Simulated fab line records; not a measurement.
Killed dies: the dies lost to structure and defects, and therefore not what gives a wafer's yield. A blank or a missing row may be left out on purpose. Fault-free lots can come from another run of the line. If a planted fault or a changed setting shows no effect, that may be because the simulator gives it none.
Which tool is to blame? + flow gf180mcu + 6 lots with 18 wafers sampled at 2 steps, on a route of 602 steps

WHAT EACH GAUGE READ, for each wafer
GF_MVSD_TW_MEAS_11.
| lot  | measured    | on           | MVSD_TW        |
|------|-------------|--------------|----------------|
| L547 | day 5 03:27 | filmMetro-01 | 1598 1594 1596 |
| L549 | day 5 15:05 | filmMetro-03 | 1593 1593 1597 |
| L552 | day 6 12:19 | filmMetro-03 | 1558 1567 1551 |
| L557 | day 7 13:57 | filmMetro-03 | 1611 1618 1618 |
| L563 | day 8 23:20 | filmMetro-03 | 1616 1611 1613 |
| L567 | day 9 23:34 | filmMetro-03 | 1611 1607 1604 |

WHAT TOOL EACH LOT RAN ON (gives the tool, then ch and the chambers of the sampled wafers, and finally the start)
| lot  | GF_MVSD_IMPLANT_09             |
|------|--------------------------------|
| L547 | implanter-02 ch 0, day 5 03:12 |
| L549 | implanter-01 ch 0, day 5 14:50 |
| L552 | implanter-01 ch 0, day 6 12:04 |
| L557 | implanter-03 ch 0, day 7 13:42 |
| L563 | implanter-02 ch 0, day 8 23:07 |
| L567 | implanter-03 ch 0, day 9 23:21 |
- GF_MVSD_IMPLANT_09

THE ANSWER, worked out from the rows above alone
Rule: the lots themselves supply what counts as usual. Put in order of their means at a reading, lots are off if they are a third of the lots or fewer, leave a main group of 4 or more, and stand apart from it by a gap of 3 or more times the standard deviation of the main group's means; of several such gaps the widest counts. A main group is skipped when, at the precision printed for the reading in the tables above, its means are all equal. Also off: a lot with no number at a reading for which 4 or more lots have one. Where the step has rows for the other lots, those lots are counted as sound.
Off: at GF_MVSD_TW_MEAS_11 (MVSD_TW), L552. Main group: mean 1605, sd 8.8.
If a tool, at a process step before that reading, ran all the lots that are off and no sound lot after the first of them, it fits. The gauges at GF_MVSD_TW_MEAS_11 are tried like those tools. One fits: GF_MVSD_IMPLANT_09 on implanter-01. A fault onset in the window from L549 (day 5 14:50, its last sound lot) to L552 (day 6 12:04, its first lot off) fits.

WHAT HAD BEEN PUT IN BY THE SIMULATOR
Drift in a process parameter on implanter-01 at GF_MVSD_IMPLANT_09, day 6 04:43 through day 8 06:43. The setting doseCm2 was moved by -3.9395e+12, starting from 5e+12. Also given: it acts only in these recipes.
Lots struck among those shown: L552. The rule above found the same.
